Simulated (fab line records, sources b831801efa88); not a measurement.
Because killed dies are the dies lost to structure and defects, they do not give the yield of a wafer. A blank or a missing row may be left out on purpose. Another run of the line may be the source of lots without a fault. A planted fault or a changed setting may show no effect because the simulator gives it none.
fab line records    flow sky130
record lots=15  wafers=45  lastDay=49
route steps=708 shown LI_CONTACT@383 PAD_OPEN@708
lots untouched by any fault: they come from a run of this same line in which no faults occurred
startH: hours from the record's first day to the start of the lot's first wafer shown    waitH: hours since the lot's step before    " identical to the entry in the row above    L1.1+2: a row that stands for several wafers    - value missing, or start not given    * or withheld: withheld    < > ~ a bound
route shown NAME@n: NAME is a module with steps in the file, n the number in the route of the first one    usual: average and standard deviation across the fault-free wafers    same: alike in all rows    chamber/n: place in a boat    sites: the reading at each site    _std_site: standard deviation across them    _edge_site: the outer-site mean with the inner-site mean subtracted    radiusMm: for every site, how far away it sits from the centre of the wafer    mask NAME#n: copy n    behind: the last tool/chamber to shape the wafer    hold: why the lot went on hold/how many hours it stayed there/how the hold came to an end    device: names the non-switching transistor (n, p or np)    end of line: tests of these same wafers at the route's end    a step given without rows: its recipe and nothing more    killed: the dies lost at the first sort to structure and to defects; this is not the yield of the wafer    map: a wafer's dies, x killed, . not, _ none there
set.NAME: the run value of the setting; set.NAME@STEP: its run value at that earlier step    model.NAME: the simulator's own value behind a step, which no gauge read
a sample of lots followed through the steps of the route, with each step as a table and each wafer as a row
services: a tool's chamber out of use, with start hour (startH, from the record's first day; less than 0 if before it), hours out, and reason
## steps
# step SKY_LI_CONTACT_CVD_21
# recipe material=W  targetThkNm=400  timeS=120.56  tempC=400  pressureTorr=40
# usual chamberPressureTorr=40.00/0.1  heaterPowerOuterW=495/47  heaterPowerW=841/79  timeS=120.56/0
lot.wafer  tool     chamber  startH  waitH  chamberPressureTorr  heaterPowerOuterW  heaterPowerW  timeS
L297.4     cvdW-02  1        661.64  0.1    39.91                498                854           120.56
L297.5     "        0        "       "      39.95                571                936           120.56
L297.6     "        1        "       "      39.72                496                851           120.56
L298.3     cvdW-01  1        670.48  0.1    40.00                442                763           120.56
L298.4     "        0        "       "      39.97                460                809           120.56
L298.5     "        1        "       "      39.83                453                738           120.56
L299.3     cvdW-02  0        684.06  0.1    40.00                573                970           120.56
L299.5     "        1        "       "      40.01                498                834           120.56
L299.6     "        0        "       "      40.05                559                924           120.56
L300.3     cvdW-01  0        691.60  0.1    40.01                454                810           120.56
L300.4     "        1        "       "      40.05                443                748           120.56
L300.6     "        0        "       "      39.97                469                801           120.56
L301.2     cvdW-02  0        699.91  0.0    40.03                564                968           120.56
L301.4     "        1        "       "      39.76                504                854           120.56
L301.6     "        0        "       "      39.75                566                966           120.56
L303.1     cvdW-02  1        720.89  0.0    40.17                502                835           120.56
L303.4     "        0        "       "      39.89                576                973           120.56
L303.6     "        1        "       "      40.15                484                857           120.56
L304.4     cvdW-01  1        726.14  0.1    40.10                451                740           120.56
L304.5     "        1        "       "      40.04                440                743           120.56
L304.6     "        0        "       "      40.12                466                801           120.56
L306.2     cvdW-01  1        771.75  0.0    40.06                443                743           120.56
L306.4     "        0        "       "      39.92                458                809           120.56
L306.6     "        1        "       "      40.06                446                742           120.56
L307.3     cvdW-02  0        773.09  0.1    40.06                576                944           120.56
L307.4     "        1        "       "      40.08                494                869           120.56
L307.5     "        0        "       "      40.09                567                986           120.56
L309.1     cvdW-01  1        778.84  0.0    39.81                452                732           120.56
L309.4     "        0        "       "      39.94                473                819           120.56
L309.5     "        1        "       "      40.04                450                746           120.56
L310.4     cvdW-02  0        782.53  0.1    39.93                572                952           120.56
L310.5     "        0        "       "      39.95                581                954           120.56
L310.6     "        1        "       "      40.09                500                854           120.56
L312.1     cvdW-01  1        798.30  0.0    -                    -                  -             -
L312.5     "        1        "       "      -                    -                  -             -
L312.6     "        0        "       "      -                    -                  -             -
L313.1     cvdW-02  1        807.43  0.0    -                    -                  -             -
L313.2     "        0        "       "      -                    -                  -             -
L313.4     "        1        "       "      -                    -                  -             -
L314.1     cvdW-02  1        814.99  0.0    -                    -                  -             -
L314.4     "        0        "       "      -                    -                  -             -
L314.6     "        0        "       "      -                    -                  -             -
L316.3     cvdW-01  0        824.89  0.1    40.06                467                793           120.56
L316.4     "        1        "       "      40.05                444                729           120.56
L316.6     "        0        "       "      40.15                466                798           120.56
# step SKY_LI_CONTACT_RS_MEAS_22
# recipe thkMeasGauge=four-point-probe  reads=W_of_LI_CONTACT_CVD_21+TiN_of_LI_CONTACT_SPUTTER_20+Ti_of_LI_CONTACT_SPUTTER_19
# usual LI_CONTACT_W_RS=0.2854/0.0028
lot.wafer  tool          chamber  startH  waitH  LI_CONTACT_W_RS[ohm/sq]
L297.4     filmMetro-01  -        661.78  0.1    0.2897
L297.5     "             -        "       "      0.2850
L297.6     "             -        "       "      0.2895
L298.3     filmMetro-02  -        670.60  0.1    0.2868
L298.4     "             -        "       "      0.2852
L298.5     "             -        "       "      0.2856
L299.3     filmMetro-02  -        684.18  0.1    0.2875
L299.5     "             -        "       "      0.2890
L299.6     "             -        "       "      0.2837
L300.3     filmMetro-03  -        691.72  0.1    0.2816
L300.4     "             -        "       "      0.2807
L300.6     "             -        "       "      0.2824
L301.2     filmMetro-02  -        700.06  0.1    0.2852
L301.4     "             -        "       "      0.2884
L301.6     "             -        "       "      0.2870
L303.1     filmMetro-01  -        721.01  0.1    0.2874
L303.4     "             -        "       "      0.2896
L303.6     "             -        "       "      0.2881
L304.4     filmMetro-03  -        726.28  0.1    0.2857
L304.5     "             -        "       "      0.2797
L304.6     "             -        "       "      0.2856
L306.2     filmMetro-01  -        771.89  0.1    0.2847
L306.4     "             -        "       "      0.2877
L306.6     "             -        "       "      0.2840
L307.3     filmMetro-02  -        773.21  0.1    0.2844
L307.4     "             -        "       "      0.2867
L307.5     "             -        "       "      0.2860
L309.1     filmMetro-01  -        778.96  0.1    0.2875
L309.4     "             -        "       "      0.2881
L309.5     "             -        "       "      0.2865
L310.4     filmMetro-03  -        782.67  0.1    0.2865
L310.5     "             -        "       "      0.2836
L310.6     "             -        "       "      0.2878
L312.1     filmMetro-03  -        798.42  0.1    24.883
L312.5     "             -        "       "      24.730
L312.6     "             -        "       "      24.593
L313.1     filmMetro-01  -        807.55  0.1    25.032
L313.2     "             -        "       "      24.672
L313.4     "             -        "       "      24.864
L314.1     filmMetro-01  -        815.11  0.1    25.083
L314.4     "             -        "       "      25.282
L314.6     "             -        "       "      25.378
L316.3     filmMetro-03  -        825.01  0.1    0.2831
L316.4     "             -        "       "      0.2837
L316.6     "             -        "       "      0.2816
# step SKY_LI_CONTACT_THK_MEAS_23
# recipe thkMeasGauge=xrf  reads=W_of_LI_CONTACT_CVD_21
# usual LI_CONTACT_W_THK=390/4.5
lot.wafer  tool          chamber  startH  waitH  LI_CONTACT_W_THK[nm]
L297.4     filmMetro-01  -        661.87  0.1    383
L297.5     "             -        "       "      387
L297.6     "             -        "       "      384
L298.3     filmMetro-02  -        670.70  0.1    391
L298.4     "             -        "       "      390
L298.5     "             -        "       "      394
L299.3     filmMetro-02  -        684.28  0.1    391
L299.5     "             -        "       "      386
L299.6     "             -        "       "      393
L300.3     filmMetro-03  -        691.82  0.1    393
L300.4     "             -        "       "      395
L300.6     "             -        "       "      391
L301.2     filmMetro-02  -        700.17  0.1    387
L301.4     "             -        "       "      385
L301.6     "             -        "       "      386
L303.1     filmMetro-01  -        721.13  0.1    395
L303.4     "             -        "       "      392
L303.6     "             -        "       "      397
L304.4     filmMetro-03  -        726.37  0.1    390
L304.5     "             -        "       "      397
L304.6     "             -        "       "      393
L306.2     filmMetro-01  -        772.00  0.1    389
L306.4     "             -        "       "      387
L306.6     "             -        "       "      392
L307.3     filmMetro-02  -        773.31  0.1    393
L307.4     "             -        "       "      391
L307.5     "             -        "       "      390
L309.1     filmMetro-01  -        779.08  0.1    383
L309.4     "             -        "       "      385
L309.5     "             -        "       "      387
L310.4     filmMetro-03  -        782.76  0.1    385
L310.5     "             -        "       "      390
L310.6     "             -        "       "      382
L312.1     filmMetro-03  -        798.54  0.1    <0
L312.5     "             -        "       "      <0
L312.6     "             -        "       "      -
L313.1     filmMetro-01  -        807.67  0.1    <0
L313.2     "             -        "       "      -
L313.4     "             -        "       "      -
L314.1     filmMetro-01  -        815.23  0.1    <0
L314.4     "             -        "       "      -
L314.6     "             -        "       "      <0
L316.3     filmMetro-03  -        825.11  0.1    395
L316.4     "             -        "       "      395
L316.6     "             -        "       "      397
# step SKY_PAD_OPEN_PROBE_99
# usual killed_at_M0_to_M3=44/7.2  killed_at_M4_up=3.1/1.8  killedAtContacts=24/4.5  killedAtFrontEnd=16/4.4  killedAtOther=0.2/0.42  killedDies=87/8.9  killedOnRim=17/4.1  killedOpen=48/6.4  killedShort=39/6.2
# same grossDies=492  killedAtBackSide=0
lot.wafer  tool       chamber  startH   waitH  killed_at_M0_to_M3  killed_at_M4_up  killedAtContacts  killedAtFrontEnd  killedAtOther  killedDies  killedOnRim  killedOpen  killedShort
L312.1     prober-02  -        1156.57  0.1    42                  3                433               14                0              492         96           40          37
L312.5     prober-02  -        1156.77  0.2    38                  1                440               12                1              492         96           38          34
L312.6     prober-02  -        1156.82  0.2    46                  2                435               9                 0              492         96           40          42
L313.1     prober-01  -        1158.70  0.1    45                  4                431               12                0              492         96           50          35
L313.2     prober-01  -        1158.75  0.1    46                  1                430               15                0              492         96           49          37
L313.4     prober-01  -        1158.85  0.2    47                  3                422               20                0              492         96           55          42
L314.1     prober-02  -        1163.53  0.1    30                  5                443               14                0              492         96           39          25
L314.4     prober-02  -        1163.68  0.2    43                  1                440               8                 0              492         96           38          32
L314.6     prober-02  -        1163.78  0.2    39                  4                435               14                0              492         96           45          35
L316.3     prober-02  -        1174.32  0.2    39                  3                21                13                0              76          23           41          35
L316.4     prober-02  -        1174.37  0.2    51                  1                26                16                1              95          22           60          35
L316.6     prober-02  -        1174.47  0.2    54                  1                11                13                1              80          19           48          32
# killed by level:class
L312.1 LI_CONTACT:areaCvd=415 VIA1:geometricParticle:open=10 FIELD_ISO:geometricParticle:open=6 CONTACT:geometricParticle:short=5 METAL2:geometricParticle:short=5 VIA3:geometricParticle:open=5 FIELD_ISO:geometricParticle:short=4 VIA2:geometricParticle:open=4
L312.5 LI_CONTACT:areaCvd=420 CONTACT:geometricParticle:open=8 VIA1:geometricParticle:open=8 VIA3:geometricParticle:open=7 LOCAL_INTERCONNECT:geometricParticle:short=6 METAL2:geometricParticle:short=5 METAL1:geometricParticle:short=4 VIA1:geometricParticle:short=4
L312.6 LI_CONTACT:areaCvd=410 VIA2:geometricParticle:open=11 VIA1:geometricParticle:open=10 CONTACT:geometricParticle:open=7 VIA1:geometricParticle:short=7 CONTACT:geometricParticle:short=6 METAL2:geometricParticle:short=6 LI_CONTACT:geometricParticle:short=5
L313.1 LI_CONTACT:areaCvd=407 VIA1:geometricParticle:open=10 VIA3:geometricParticle:open=9 CONTACT:geometricParticle:open=8 VIA2:geometricParticle:open=7 CONTACT:geometricParticle:short=7 METAL2:geometricParticle:short=5 VIA3:geometricParticle:short=5
L313.2 LI_CONTACT:areaCvd=406 VIA1:geometricParticle:open=12 VIA2:geometricParticle:open=9 CONTACT:geometricParticle:open=9 LI_CONTACT:geometricParticle:open=8 POLY_GATE:geometricParticle:short=7 VIA1:geometricParticle:short=5 LOCAL_INTERCONNECT:geometricParticle:short=4
L313.4 LI_CONTACT:areaCvd=395 CONTACT:geometricParticle:open=10 VIA1:geometricParticle:open=9 LI_CONTACT:geometricParticle:open=8 VIA1:geometricParticle:short=8 VIA3:geometricParticle:open=6 METAL2:geometricParticle:short=6 POLY_GATE:geometricParticle:open=5
L314.1 LI_CONTACT:areaCvd=428 VIA1:geometricParticle:open=8 VIA3:geometricParticle:open=7 CONTACT:geometricParticle:open=6 METAL4:geometricParticle:short=5 FIELD_ISO:geometricParticle:open=4 VIA1:geometricParticle:short=4 LI_CONTACT:geometricParticle:open=4
L314.4 LI_CONTACT:areaCvd=422 VIA1:geometricParticle:open=11 CONTACT:geometricParticle:open=9 METAL2:geometricParticle:short=7 VIA3:geometricParticle:open=6 CONTACT:geometricParticle:short=5 METAL1:geometricParticle:short=5 VIA2:geometricParticle:open=5
L314.6 LI_CONTACT:areaCvd=412 CONTACT:geometricParticle:open=11 METAL3:geometricParticle:short=7 LI_CONTACT:geometricParticle:open=6 VIA1:geometricParticle:short=6 FIELD_ISO:geometricParticle:open=5 VIA2:geometricParticle:short=5 POLY_GATE:geometricParticle:short=4
L316.3 VIA1:geometricParticle:open=15 CONTACT:geometricParticle:open=7 VIA2:geometricParticle:open=5 FIELD_ISO:geometricParticle:short=4 LI_CONTACT:geometricParticle:short=4 VIA1:geometricParticle:short=4 CONTACT:geometricParticle:short=4 VIA3:geometricParticle:open=4
L316.4 LI_CONTACT:geometricParticle:open=14 VIA1:geometricParticle:open=14 VIA2:geometricParticle:open=9 METAL1:geometricParticle:short=7 FIELD_ISO:geometricParticle:open=5 LOCAL_INTERCONNECT:geometricParticle:short=5 VIA2:geometricParticle:short=5 VIA3:geometricParticle:open=4
L316.6 VIA1:geometricParticle:open=13 VIA2:geometricParticle:open=8 CONTACT:geometricParticle:open=6 METAL1:geometricParticle:short=6 VIA3:geometricParticle:open=6 VIA1:geometricParticle:short=5 METAL2:geometricParticle:short=5 POLY_GATE:geometricParticle:short=4
## services
tool     chamber  startH  hours  kind
cvdW-02  -        694.13  1.2    repair
cvdW-02  -        701.72  2.8    pm
cvdW-02  -        705.57  6.0    pm
cvdW-01  -        786.25  2.8    pm
cvdW-01  1        799.80  2.7    repair
cvdW-02  0        822.33  3.1    repair
## key
firstSign step=SKY_LI_CONTACT_CVD_21  reading=toolRecord  direction=missing
effect step=SKY_LI_CONTACT_RS_MEAS_22  reading=LI_CONTACT_W_RS  direction=up  sigmas=99+  usual=0.2854  struck=24.946
effect step=SKY_LI_CONTACT_THK_MEAS_23  reading=LI_CONTACT_W_THK  direction=down  sigmas=86  usual=390  struck=<0
effect step=SKY_PAD_OPEN_PROBE_99  reading=killedAtContacts  direction=up  sigmas=90  usual=24  struck=434
moreKillsBornAt SKY_LI_CONTACT_CVD_21@cvdW-02=2460  SKY_LI_CONTACT_CVD_21@cvdW-01=1243
metAt SKY_LI_CONTACT_CVD_21
struckLots L312,L313,L314
laterRowsLeftOut L312.1,L312.5,L312.6,L313.1,L313.2,L313.4,L314.1,L314.4,L314.6
testerLeftOut L312,L313,L314
onsetBetween 782.53 798.30
fault kind=skippedStepWhole  tool=cvdW-01,cvdW-02  chamber=-  onsetH=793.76  steps=SKY_LI_CONTACT_CVD_21  scope=struckLotsOnly
# testerLeftOut: of these lots the tester's yield and bins aren't shown, on N5 and GAA mostly nor the transistor test; their killed dies are dies lost to structure and defects alone, not to doping, threshold or leakage, so they don't give the yield
# laterRowsLeftOut: the simulator's readings of these wafers behind a module that went badly wrong aren't trusted and aren't shown, but for the sort
